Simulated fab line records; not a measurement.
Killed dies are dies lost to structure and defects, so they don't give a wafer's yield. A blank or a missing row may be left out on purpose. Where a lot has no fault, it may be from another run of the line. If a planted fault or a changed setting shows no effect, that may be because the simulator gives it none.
The tool behind it: which one? ; flow sky130 ; 36 wafers from 12 lots sampled at 5 of the route's 708 steps

== WHAT EACH GAUGE READ, for each wafer ==
SKY_SONOS_TUNNEL_OVL_MEAS_08.
lot;measured;on;SONOS_TUNNEL_OVL (nm)
L215;day 10 22:20;overlay-02;-0.1 2.5 2.4
L216;day 11 16:09;overlay-02;1.2 0.6 0.7
L217;day 11 23:32;overlay-01;0.6 -2.4 -1.9
L218;day 12 05:17;overlay-01;-0.7 -0.2 0.2
L220;day 13 13:40;overlay-01;-0.2 -0.9 -1.0
L221;day 13 17:10;overlay-02;1.8 3.1 2.5
L222;day 13 18:16;overlay-01;1.6 0.2 -0.2
L223;day 14 00:33;overlay-02;2.6 1.8 1.9
L229;day 15 23:11;overlay-01;1.0 0.2 1.3
L230;day 16 08:36;overlay-02;1.0 1.6 2.0
L231;day 16 14:40;overlay-02;1.0 0.7 -0.1
L236;day 19 00:05;overlay-02;-0.7 0.0 -1.1

SKY_LDD_HVP_TW_MEAS_10.
lot;measured;on;LDD_HVP_TW
L215;day 20 18:55;film_metro-01;462.1 461.0 461.0
L216;day 21 21:34;film_metro-01;459.0 457.9 456.8
L217;day 21 23:16;film_metro-01;457.3 454.4 457.0
L218;day 22 07:16;film_metro-03;458.3 456.7 457.0
L220;day 24 04:37;film_metro-03;452.0 456.1 455.0
L221;day 24 05:22;film_metro-02;458.3 460.3 455.7
L222;day 24 06:11;film_metro-02;456.1 456.3 458.5
L223;day 24 11:40;film_metro-03;455.0 454.6 454.9
L229;day 26 09:28;film_metro-03;354.2 356.1 354.0
L230;day 28 00:58;film_metro-01;363.6 361.9 362.6
L231;day 27 22:40;film_metro-02;455.5 454.9 457.6
L236;day 29 17:13;film_metro-03;451.7 455.2 453.9

SKY_LOCAL_INTERCONNECT_OVL_MEAS_12.
lot;measured;on;LOCAL_INTERCONNECT_OVL (nm)
L215;day 29 16:39;overlay-01;-8 -5 -8
L216;day 30 13:19;overlay-02;-3 -7 -6
L217;day 30 16:29;overlay-01;6 8 5
L218;day 31 00:52;overlay-01;0 -3 5
L220;day 32 17:05;overlay-02;8 1 3
L221;day 32 18:23;overlay-01;6 7 -2
L222;day 32 19:23;overlay-02;8 8 4
L223;day 32 23:54;overlay-02;0 4 0
L229;day 34 17:29;overlay-01;-11 -9 -11
L230;day 36 08:14;overlay-01;-2 -5 -6
L231;day 36 01:52;overlay-01;-5 -5 -8
L236;day 37 16:35;overlay-02;3 -6 -5

== TOOL THAT RAN EACH LOT (tool first, then ch and the chambers of the sampled wafers, then the start) ==
lot;SKY_LDD_HVN_STRIP_09;SKY_LDD_HVP_IMPLANT_08
L215;plasma_asher-02 ch 1, day 19 11:54;implanter-02 ch 0, day 20 18:40
L216;plasma_asher-02 ch 0, day 20 14:37;implanter-01 ch 0, day 21 21:20
L217;plasma_asher-04 ch 0,1, day 20 16:58;implanter-02 ch 0, day 21 23:01
L218;plasma_asher-03 ch 0,1, day 21 01:10;implanter-02 ch 0, day 22 07:02
L220;plasma_asher-04 ch 0, day 22 22:39;implanter-02 ch 0, day 24 04:22
L221;plasma_asher-02 ch 0,1, day 22 23:52;implanter-03 ch 0, day 24 05:07
L222;plasma_asher-04 ch 0,1, day 23 00:10;implanter-03 ch 0, day 24 05:57
L223;plasma_asher-03 ch 0,1, day 23 05:31;implanter-01 ch 0, day 24 11:25
L229;plasma_asher-03 ch 0,1, day 25 04:40;implanter-02 ch 0, day 26 09:13
L230;plasma_asher-02 ch 0,1, day 26 20:13;implanter-02 ch 0, day 28 00:43
L231;plasma_asher-02 ch 0,1, day 26 17:22;implanter-01 ch 0, day 27 22:25
L236;plasma_asher-04 ch 0,1, day 28 12:01;implanter-01 ch 0, day 29 16:58
- SKY_LDD_HVN_STRIP_09: strips in O2/N2.
- SKY_LDD_HVP_IMPLANT_08

== WHAT THE TOOLS THEMSELVES READ (means of the sampled wafers that have a number; where no wafer has one, the mark that the record gives instead) ==
SKY_LDD_HVN_STRIP_09.
lot;tool;chamber_pressure_mTorr (mTorr);drypump_motor_current_A (A);oes_product_au (a.u.);strip_time_to_endpoint_s (s)
L215;plasma_asher-02;1499.2;5.6;0.407;4.148
L216;plasma_asher-02;1500.0;4.9;0.404;4.108
L217;plasma_asher-04;1499.6;6.1;0.411;4.144
L218;plasma_asher-03;1497.6;5.6;0.410;4.138
L220;plasma_asher-04;1500.2;6.1;0.413;4.135
L221;plasma_asher-02;1500.4;5.4;0.415;4.152
L222;plasma_asher-04;1500.8;6.1;0.410;4.151
L223;plasma_asher-03;1499.8;5.6;0.407;4.155
L229;plasma_asher-03;1500.5;5.6;0.405;4.130
L230;plasma_asher-02;1500.7;5.4;0.408;4.149
L231;plasma_asher-02;1500.1;5.2;0.411;4.148
L236;plasma_asher-04;1499.0;6.0;0.409;4.129

SKY_LDD_HVP_IMPLANT_08.
lot;tool;beam_on_s (s);dose_ions_cm2;faraday_current_uA
L215;implanter-02;10.14;1.6994e+13;94.3
L216;implanter-01;9.98;1.7010e+13;95.9
L217;implanter-02;10.14;1.6993e+13;94.7
L218;implanter-02;10.01;1.7020e+13;95.6
L220;implanter-02;9.89;1.7029e+13;96.7
L221;implanter-03;9.92;1.6994e+13;96.6
L222;implanter-03;9.86;1.6986e+13;97.2
L223;implanter-01;10.11;1.6987e+13;94.9
L229;implanter-02;10.01;7.6543e+12;43.2
L230;implanter-02;9.97;7.6660e+12;43.3
L231;implanter-01;9.86;1.6984e+13;97.3
L236;implanter-01;10.07;1.6972e+13;94.8

== THE ANSWER, worked out from the rows above alone ==
Rule: usual is defined by the lots themselves. The widest of any qualifying gaps counts: lots, ordered by their means at a reading, are off when they make up no more than a third of the lots, leave a main group of 4 or more, and stand apart from it by 3 or more times the standard deviation of that group's means. A main group whose means are all the same, to the digits that the tables above print for the reading, isn't used. A lot without any number at a reading at which 4 lots or more have one is off too. Where the step has rows for the other lots, those lots are counted as sound. The gauges are gone through in route order, then the tools' own readings, and for those a lot's mean is taken as printed above. At the first step where some lot is off, the reading lying furthest off is the one used; lots without a number count as furthest.
Off: at SKY_LDD_HVP_TW_MEAS_10 (LDD_HVP_TW), L229, L230. The main group has a mean of 456.7 with a standard deviation of 2.1.
A tool fits if, at a process step before that reading, it ran every lot that is off, and no sound lot after the first of them. Not tried: the gauges at SKY_LDD_HVP_TW_MEAS_10; whatever is off there is also off at SKY_LDD_HVP_IMPLANT_08, on other tools, and gauge error can't account for it. One fits: SKY_LDD_HVP_IMPLANT_08 on implanter-02. A fault onset in the window from L220 (day 24 04:22, its last sound lot) to L229 (day 26 09:13, its first lot off) fits.
The tool's own readings at SKY_LDD_HVP_IMPLANT_08 bear it out: on the lots that are off they differ by more than 5 times the standard deviation of the sound lots' means. dose_ions_cm2 reads 7.6602e+12 there against 1.6997e+13 on the sound lots; faraday_current_uA reads 43.2 there against 95.8 on the sound lots.

== WHAT THE SIMULATOR PUT IN ==
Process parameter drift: implanter-02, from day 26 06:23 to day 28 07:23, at SKY_LDD_HVP_IMPLANT_08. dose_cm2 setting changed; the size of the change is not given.
Lots struck among those shown: L229, L230. The rule above reached the same finding.
